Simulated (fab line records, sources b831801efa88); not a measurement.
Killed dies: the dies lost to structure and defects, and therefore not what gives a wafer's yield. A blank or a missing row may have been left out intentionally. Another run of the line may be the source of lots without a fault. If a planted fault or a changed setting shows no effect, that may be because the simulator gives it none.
Matching of chambers + flow sfqLine + SFQ_TRILAYER_I0_VIA_BARC_OPEN_VIA_ETCH_046 on rieDiel-02: 4 sister chambers
The step etches BARC in O2, target depth 125 nm, time 41.7 s. 15 wafers are shown with their chamber, then 7 later ones without.

## WAFERS PAIRED WITH THEIR CHAMBERS
| wafer  | chamber | drypumpMotorCurrentA (A) | runLengthS (s) | chamberPressureMTorr (mTorr) |
|--------|---------|--------------------------|----------------|------------------------------|
| L944.2 | 0       | 6.0                      | 69.5           | 29.998                       |
| L944.3 | 1       | 5.7                      | 71.0           | 30.025                       |
| L944.4 | 2       | 5.6                      | 70.1           | 29.987                       |
| L945.3 | 0       | 6.1                      | 69.5           | 30.039                       |
| L945.5 | 2       | 5.6                      | 70.1           | 30.064                       |
| L945.6 | 3       | 5.9                      | 70.2           | 29.998                       |
| L947.2 | 2       | 5.6                      | 69.9           | 30.021                       |
| L947.4 | 1       | 5.7                      | 70.5           | 29.987                       |
| L947.6 | 3       | 5.9                      | 70.0           | 30.006                       |
| L948.4 | 2       | 5.6                      | 69.8           | 30.013                       |
| L948.5 | 0       | 6.1                      | 69.5           | 29.998                       |
| L948.6 | 1       | 5.7                      | 70.7           | 29.975                       |
| L949.3 | 3       | 5.9                      | 69.7           | 29.987                       |
| L949.6 | 1       | 5.7                      | 70.6           | 30.025                       |
| L951.3 | 2       | 5.6                      | 70.3           | 29.990                       |

SIGNATURES (means of the wafers above)
| reading              | chamber 0 | chamber 1 | chamber 2 | chamber 3 | scatter within a chamber |
|----------------------|-----------|-----------|-----------|-----------|--------------------------|
| drypumpMotorCurrentA | 6.067     | 5.700     | 5.600     | 5.900     | 0.0246                   |
| runLengthS           | 69.500    | 70.700    | 70.040    | 69.967    | 0.195                    |
| chamberPressureMTorr | 30.01167  | 30.00300  | 30.01500  | 29.99700  | 0.0255                   |
Rule: a wafer lies at a distance from a chamber equal to the root of the sum of squares, over the readings, of (its reading less the chamber's mean, divided by the reading's scatter). If the next closest chamber is less than 2 further off than the closest, the wafer can't be placed; otherwise it belongs to the closest. The scatter is the square root of a quotient: the sum, over the shown wafers, of each reading's squared deviation from its chamber's mean, divided by wafers minus chambers.

## WAFERS WITH NO CHAMBER GIVEN
| wafer  | drypumpMotorCurrentA (A) | runLengthS (s) | chamberPressureMTorr (mTorr) |
|--------|--------------------------|----------------|------------------------------|
| L951.4 | 5.7                      | 70.2           | 29.959                       |
| L959.3 | 5.6                      | 70.1           | 30.005                       |
| L959.4 | 5.6                      | 70.2           | 30.008                       |
| L959.6 | 5.7                      | 70.6           | 29.979                       |
| L964.1 | 5.9                      | 69.9           | 30.007                       |
| L964.2 | 6.1                      | 69.5           | 29.961                       |
| L964.3 | 5.6                      | 69.8           | 29.958                       |

## EACH ONE'S CHAMBER
| wafer  | from the rows above     | in truth                   |
|--------|-------------------------|----------------------------|
| L951.4 | can't be placed: 1 or 2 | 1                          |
| L959.3 | 2                       | 2                          |
| L959.4 | 2                       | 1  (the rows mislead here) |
| L959.6 | 1                       | 1                          |
| L964.1 | 3                       | 3                          |
| L964.2 | 0                       | 0                          |
| L964.3 | 2                       | 2                          |
Correct placement for 5 of the 7. Unplaceable from these rows: 1, with the true chamber sitting among the candidates in 1. Placed wrongly: 1.
